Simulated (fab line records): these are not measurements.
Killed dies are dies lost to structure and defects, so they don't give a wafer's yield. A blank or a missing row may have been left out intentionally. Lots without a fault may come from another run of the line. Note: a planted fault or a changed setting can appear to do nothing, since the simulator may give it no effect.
Which tool did it? + flow gf180mcu + Sampling: 14 lots, 42 wafers, 5 of 602 route steps

## WHAT EACH GAUGE READ, for each wafer
GF_V2_THK_MEAS_01.
| lot  | measured     | on            | V2_CVD_00_THK (nm) |
|------|--------------|---------------|--------------------|
| L273 | day 18 22:53 | film metro-01 | 598 612 598        |
| L274 | day 19 03:46 | film metro-03 | 590 594 585        |
| L275 | day 19 13:23 | film metro-01 | 600 604 603        |
| L277 | day 20 18:58 | film metro-03 | 597 594 596        |
| L281 | day 22 16:14 | film metro-04 | 594 591 588        |
| L282 | day 23 10:00 | film metro-01 | 603 595 601        |
| L289 | day 25 07:27 | film metro-04 | 605 603 597        |
| L290 | day 25 07:53 | film metro-04 | 607 595 597        |
| L291 | day 25 16:43 | film metro-04 | 594 604 598        |
| L292 | day 25 23:46 | film metro-01 | 595 609 604        |
| L293 | day 26 09:18 | film metro-01 | 614 606 612        |
| L294 | day 26 09:59 | film metro-01 | 610 609 603        |
| L295 | day 26 18:38 | film metro-04 | 601 594 602        |
| L296 | day 27 01:51 | film metro-04 | 595 596 595        |

## EACH LOT AND THE TOOL THAT RAN IT (in order: tool; ch and the chambers of the sampled wafers; start)
| lot  | GF_M1_STRIP_17                       | GF_V1_CVD_02                    | GF_M2_METAL_ETCH_16               | GF_M2_STRIP_17                       |
|------|--------------------------------------|---------------------------------|-----------------------------------|--------------------------------------|
| L273 | plasma asher-02 ch 0,1, day 16 19:44 | pecvd-04 ch 0,1,2, day 16 20:25 | rie metal-02 ch 0, day 18 22:05   | plasma asher-02 ch 0,1, day 18 22:17 |
| L274 | plasma asher-03 ch 0,1, day 17 01:43 | pecvd-04 ch 0,1,2, day 17 02:25 | rie metal-01 ch 0,1, day 19 03:04 | plasma asher-02 ch 0,1, day 19 03:10 |
| L275 | plasma asher-02 ch 0,1, day 17 11:34 | pecvd-02 ch 0,1, day 17 12:12   | rie metal-04 ch 0,1, day 19 12:41 | plasma asher-04 ch 0,1, day 19 12:48 |
| L277 | plasma asher-03 ch 0,1, day 18 14:59 | pecvd-02 ch 0,1,2, day 18 15:41 | rie metal-01 ch 0,1, day 20 18:07 | plasma asher-02 ch 0,1, day 20 18:14 |
| L281 | plasma asher-02 ch 0,1, day 20 13:07 | pecvd-04 ch 0,1,2, day 20 13:49 | rie metal-01 ch 1, day 22 15:24   | plasma asher-03 ch 0,1, day 22 15:35 |
| L282 | plasma asher-03 ch 0,1, day 21 07:04 | pecvd-03 ch 0,1,2, day 21 08:02 | rie metal-01 ch 0,1, day 23 09:18 | plasma asher-03 ch 0,1, day 23 09:25 |
| L289 | plasma asher-01 ch 0,1, day 23 07:38 | pecvd-04 ch 0,1,2, day 23 08:18 | rie metal-04 ch 0, day 25 06:39   | plasma asher-03 ch 0,1, day 25 06:50 |
| L290 | plasma asher-03 ch 0,1, day 23 08:07 | pecvd-02 ch 1,2, day 23 08:47   | rie metal-02 ch 0,1, day 25 07:10 | plasma asher-04 ch 0,1, day 25 07:17 |
| L291 | plasma asher-02 ch 0,1, day 23 17:16 | pecvd-03 ch 0,1,2, day 23 17:56 | rie metal-02 ch 0,1, day 25 16:00 | plasma asher-02 ch 0,1, day 25 16:07 |
| L292 | plasma asher-01 ch 0,1, day 24 01:22 | pecvd-03 ch 0,1,2, day 24 02:02 | rie metal-01 ch 0,1, day 25 23:04 | plasma asher-02 ch 0,1, day 25 23:10 |
| L293 | plasma asher-01 ch 0, day 24 10:34   | pecvd-02 ch 1,2, day 24 11:16   | rie metal-01 ch 0,1, day 26 08:34 | plasma asher-02 ch 0,1, day 26 08:41 |
| L294 | plasma asher-01 ch 0, day 24 12:32   | pecvd-04 ch 0,1,2, day 24 13:14 | rie metal-04 ch 0,1, day 26 09:16 | plasma asher-02 ch 0,1, day 26 09:23 |
| L295 | plasma asher-03 ch 1, day 24 21:02   | pecvd-02 ch 0,1, day 24 21:42   | rie metal-01 ch 0,1, day 26 17:54 | plasma asher-04 ch 0,1, day 26 18:01 |
| L296 | plasma asher-02 ch 0,1, day 25 04:38 | pecvd-02 ch 0,2, day 25 05:23   | rie metal-04 ch 0,1, day 27 01:06 | plasma asher-02 ch 0,1, day 27 01:13 |
- GF_M1_STRIP_17: strips in O2/N2.
- GF_V1_CVD_02: deposits SiO2 from TEOS, target thk 850 nm, time 94.851 s.
- GF_M2_METAL_ETCH_16: etches the open film in Cl2/BCl3, stops on SiO2, target depth 627.5 nm, time 104.6 s.
- GF_M2_STRIP_17: strips in O2/N2.

## WHAT THE TOOLS THEMSELVES READ (means of the sampled wafers that have a number; where no wafer has one, the mark that the record gives instead)
GF_M1_STRIP_17.
| lot  | tool            | drypump motor current A (A) | heater power w (W) | o2 flow sccm (sccm) | oes product au (a.u.) | strip time to endpoint s (s) |
|------|-----------------|-----------------------------|--------------------|---------------------|-----------------------|------------------------------|
| L273 | plasma asher-02 | 6.3                         | 375                | 2995                | 0.555                 | 7.76                         |
| L274 | plasma asher-03 | 5.9                         | 344                | 3003                | 0.552                 | 7.77                         |
| L275 | plasma asher-02 | 6.3                         | 377                | 2996                | 0.553                 | 7.86                         |
| L277 | plasma asher-03 | 5.8                         | 338                | 2998                | 0.561                 | 7.89                         |
| L281 | plasma asher-02 | 6.3                         | 351                | 3001                | 0.561                 | 7.91                         |
| L282 | plasma asher-03 | 5.9                         | 341                | 3005                | 0.557                 | 7.87                         |
| L289 | plasma asher-01 | 5.8                         | 319                | 2997                | 0.558                 | 7.87                         |
| L290 | plasma asher-03 | 5.9                         | 330                | 3004                | 0.561                 | 7.83                         |
| L291 | plasma asher-02 | 6.3                         | 366                | 2998                | 0.563                 | 7.91                         |
| L292 | plasma asher-01 | 5.9                         | 340                | 2999                | 0.557                 | 7.92                         |
| L293 | plasma asher-01 | 5.6                         | 292                | 3006                | 0.556                 | 7.94                         |
| L294 | plasma asher-01 | 5.6                         | 294                | 2997                | 0.555                 | 7.80                         |
| L295 | plasma asher-03 | 5.8                         | 325                | 3007                | 0.560                 | 7.88                         |
| L296 | plasma asher-02 | 6.3                         | 355                | 3002                | 0.556                 | 7.85                         |

GF_V1_CVD_02.
| lot  | tool     | heater power w (W) |
|------|----------|--------------------|
| L273 | pecvd-04 | 585                |
| L274 | pecvd-04 | 600                |
| L275 | pecvd-02 | 718                |
| L277 | pecvd-02 | 720                |
| L281 | pecvd-04 | 658                |
| L282 | pecvd-03 | 614                |
| L289 | pecvd-04 | 661                |
| L290 | pecvd-02 | 696                |
| L291 | pecvd-03 | 694                |
| L292 | pecvd-03 | 674                |
| L293 | pecvd-02 | 703                |
| L294 | pecvd-04 | 636                |
| L295 | pecvd-02 | 693                |
| L296 | pecvd-02 | 761                |

GF_M2_METAL_ETCH_16.
| lot  | tool         | drypump motor current A (A) | he backside leak sccm (sccm) | oes product au (a.u.) | throttle valve pct (%) |
|------|--------------|-----------------------------|------------------------------|-----------------------|------------------------|
| L273 | rie metal-02 | 5.31                        | 3.1                          | 0.974                 | 28.257                 |
| L274 | rie metal-01 | 5.71                        | 3.6                          | 0.979                 | 28.242                 |
| L275 | rie metal-04 | 5.35                        | 3.6                          | 0.976                 | 28.246                 |
| L277 | rie metal-01 | 5.72                        | 3.7                          | 0.972                 | 28.237                 |
| L281 | rie metal-01 | 5.78                        | 3.4                          | 0.870                 | 28.366                 |
| L282 | rie metal-01 | 5.68                        | 3.3                          | 0.914                 | 28.303                 |
| L289 | rie metal-04 | 5.01                        | 3.4                          | 0.977                 | 28.244                 |
| L290 | rie metal-02 | 5.45                        | 3.0                          | 0.973                 | 28.244                 |
| L291 | rie metal-02 | 5.56                        | 3.3                          | 0.980                 | 28.242                 |
| L292 | rie metal-01 | 5.73                        | 3.5                          | 0.970                 | 28.253                 |
| L293 | rie metal-01 | 5.72                        | 3.6                          | 0.978                 | 28.239                 |
| L294 | rie metal-04 | 5.17                        | 3.5                          | 0.970                 | 28.257                 |
| L295 | rie metal-01 | 5.68                        | 3.1                          | 0.973                 | 28.246                 |
| L296 | rie metal-04 | 5.19                        | 3.5                          | 0.972                 | 28.247                 |

GF_M2_STRIP_17.
| lot  | tool            | drypump motor current A (A) | heater power w (W) | o2 flow sccm (sccm) | oes product au (a.u.) | strip time to endpoint s (s) |
|------|-----------------|-----------------------------|--------------------|---------------------|-----------------------|------------------------------|
| L273 | plasma asher-02 | 6.3                         | 355                | 3012                | 0.555                 | 7.84                         |
| L274 | plasma asher-02 | 5.9                         | 346                | 2993                | 0.555                 | 7.82                         |
| L275 | plasma asher-04 | 5.2                         | 310                | 2988                | 0.555                 | 7.82                         |
| L277 | plasma asher-02 | 6.3                         | 351                | 3001                | 0.560                 | 7.86                         |
| L281 | plasma asher-03 | 5.9                         | 344                | 2996                | 0.578                 | 8.32                         |
| L282 | plasma asher-03 | 5.9                         | 343                | 2996                | 0.571                 | 8.15                         |
| L289 | plasma asher-03 | 5.9                         | 342                | 2985                | 0.556                 | 7.87                         |
| L290 | plasma asher-04 | 5.2                         | 307                | 3004                | 0.560                 | 7.87                         |
| L291 | plasma asher-02 | 5.9                         | 350                | 3001                | 0.558                 | 7.87                         |
| L292 | plasma asher-02 | 5.9                         | 344                | 2997                | 0.556                 | 7.83                         |
| L293 | plasma asher-02 | 6.3                         | 358                | 2991                | 0.554                 | 7.83                         |
| L294 | plasma asher-02 | 6.3                         | 356                | 3002                | 0.563                 | 7.89                         |
| L295 | plasma asher-04 | 5.2                         | 308                | 3012                | 0.561                 | 7.91                         |
| L296 | plasma asher-02 | 6.3                         | 354                | 3001                | 0.558                 | 7.89                         |

## THE ANSWER, worked out from the rows above alone
Rule: the usual values come from the lots themselves. The widest of any qualifying gaps counts: lots, ordered by their means at a reading, are off when they make up no more than a third of the lots, leave a main group of 4 or more, and stand apart from it by 3 or more times the standard deviation of that group's means. A main group is skipped when, at the precision printed for the reading in the tables above, its means are all equal. A lot without any number at a reading at which 4 lots or more have one is off too. Any other lot the step has rows for is counted as sound. First the gauges in route order, then the tools' own readings, where a lot's mean is used as printed above. The first step at which some lot is off is used, and at that step the reading that is off furthest; a lot without a number counts as furthest.
Off, at GF_M2_METAL_ETCH_16 on oes product au: L281, L282. Main group: mean 0.974 a.u., sd 0.0033.
If a tool, at that step or one of the process steps before it, ran each lot that is off and ran no sound lot following the first of them, it fits. None of those tried fits.

## WHAT WAS PUT IN BY THE SIMULATOR
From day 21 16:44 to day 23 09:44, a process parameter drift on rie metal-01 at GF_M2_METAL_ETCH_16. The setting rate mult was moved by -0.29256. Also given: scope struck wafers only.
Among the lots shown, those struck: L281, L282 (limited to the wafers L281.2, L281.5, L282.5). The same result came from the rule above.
